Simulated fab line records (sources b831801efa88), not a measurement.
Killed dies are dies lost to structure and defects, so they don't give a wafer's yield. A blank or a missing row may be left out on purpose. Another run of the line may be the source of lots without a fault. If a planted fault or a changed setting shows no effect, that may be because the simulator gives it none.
A sampling plan put to the test    flow gf180mcu    10 faults told of in these records, all on one fab line, each judged by the records of the lots it struck
The plan is the line's own looks: the steps of the route at which a gauge or an inspection reads the wafer and doesn't change it. Where struck wafers have a number at a look and the file lists that look's usual mean and standard deviation on fault-free wafers, the look can be judged. Caught: 4 or more of those standard deviations (sigma) separate the usual mean from the mean of the struck wafers at a look after the fault's first step. On the tool: the test repeated on the tool's own readings taken at the fault's steps. It also counts as caught if the struck wafers ran another recipe or if their record alone is blank.

== THE FAULTS, as the simulator had put them in ==
1. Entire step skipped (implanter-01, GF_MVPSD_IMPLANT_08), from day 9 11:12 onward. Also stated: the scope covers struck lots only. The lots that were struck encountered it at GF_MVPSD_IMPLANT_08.
2. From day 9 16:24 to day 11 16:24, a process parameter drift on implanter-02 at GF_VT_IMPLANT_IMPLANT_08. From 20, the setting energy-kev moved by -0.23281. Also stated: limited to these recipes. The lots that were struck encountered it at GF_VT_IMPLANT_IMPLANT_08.
3. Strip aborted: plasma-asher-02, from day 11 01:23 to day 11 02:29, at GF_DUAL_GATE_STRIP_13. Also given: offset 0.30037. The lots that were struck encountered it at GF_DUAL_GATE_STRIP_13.
4. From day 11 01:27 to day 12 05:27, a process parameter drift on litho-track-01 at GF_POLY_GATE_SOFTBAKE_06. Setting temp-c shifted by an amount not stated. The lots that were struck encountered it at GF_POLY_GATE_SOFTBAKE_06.
5. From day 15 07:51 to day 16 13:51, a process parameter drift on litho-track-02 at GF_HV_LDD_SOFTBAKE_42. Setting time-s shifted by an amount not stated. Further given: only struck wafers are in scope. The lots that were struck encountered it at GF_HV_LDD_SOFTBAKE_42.
6. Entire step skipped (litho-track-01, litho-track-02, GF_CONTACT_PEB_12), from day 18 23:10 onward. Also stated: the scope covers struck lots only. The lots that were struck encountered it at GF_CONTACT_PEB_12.
7. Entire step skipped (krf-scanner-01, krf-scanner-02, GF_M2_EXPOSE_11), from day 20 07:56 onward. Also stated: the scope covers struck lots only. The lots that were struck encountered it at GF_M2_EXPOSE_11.
8. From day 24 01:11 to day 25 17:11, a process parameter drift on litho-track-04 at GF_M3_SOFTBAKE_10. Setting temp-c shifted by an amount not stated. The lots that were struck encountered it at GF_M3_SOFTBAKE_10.
9. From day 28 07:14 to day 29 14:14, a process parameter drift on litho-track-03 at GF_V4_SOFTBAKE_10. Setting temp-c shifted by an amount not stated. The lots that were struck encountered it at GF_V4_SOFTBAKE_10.
10. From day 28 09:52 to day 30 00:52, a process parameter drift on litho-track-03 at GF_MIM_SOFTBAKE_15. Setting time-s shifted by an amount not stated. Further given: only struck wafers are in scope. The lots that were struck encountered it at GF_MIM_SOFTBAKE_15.

== WHAT THE PLAN SAW ==
fault  on the tool itself                                first look that catches it                       reading, sigma                              median hours from its first step to that look  hours from the fault's start to the first struck lot there  judged looks passed uncaught
1      the tool's record is blank for the struck wafers  GF_MVPSD_TW_MEAS_11                              MVPSD_TW -59                                0.4                                            5                                                           0
2      beam-energy-keV -38 sigma                         none of the 3 looks that can be judged after it  -                                           -                                              -                                                           3
3      oes-product-au +44 sigma                          not the one look that can be judged after it     -                                           -                                              -                                                           1
4      heater-power-total-W -99 or beyond sigma          GF_POLY_GATE_CD_MEAS_10                          cd-nm +22                                   9.9                                            12                                                          0
5      run-length-s +14 sigma                            not the one look that can be judged after it     -                                           -                                              -                                                           1
6      the tool's record is blank for the struck wafers  no look after it can be judged                   -                                           -                                              -                                                           0
7      no reading that can be judged                     no look after it can be judged                   -                                           -                                              -                                                           0
8      heater-power-total-W -23 sigma                    none of the 2 looks that can be judged after it  strongest: cd-nm at GF_M3_CD_MEAS_14, +3.9  -                                              -                                                           2
9      heater-power-total-W -15 sigma                    no look after it can be judged                   -                                           -                                              -                                                           0
10     heater-power-total-W +38 sigma                    no look after it can be judged                   -                                           -                                              -                                                           0
A dash: this means the fault isn't caught or the number doesn't appear in these records.

Caught at a look: 2 of 10. Caught on the tool: 9 of 10. By one or the other: 9 of 10.
On the tool alone, faults 2, 3, 5, 6, 8, 9, 10 were caught.
Caught by neither: fault 7.

== THINNER SAMPLING ==
In the worst case, this is how late the first struck lot would be measured if the look that catches a fault measured only every second or every third lot, by lot number:
fault  struck lots at that look, in order of time  every lot  every second lot  every third lot
1      L856, L857                                  5 h        11 h              may miss all 2
4      L242, L244                                  12 h       may miss all 2    may miss all 2
Hours count from the start of the fault until the first struck lot that is measured. The test against the limit of 4 sigma pooled every struck wafer, which means one lot taken alone may stay below that limit. Other struck lots may not be in these records.

== THE LONGEST TIMED WAY FROM STEP TO LOOK ==
In fault 4, a median of 9.9 hours elapses between GF_POLY_GATE_SOFTBAKE_06 and GF_POLY_GATE_CD_MEAS_10. No look between them can be judged.
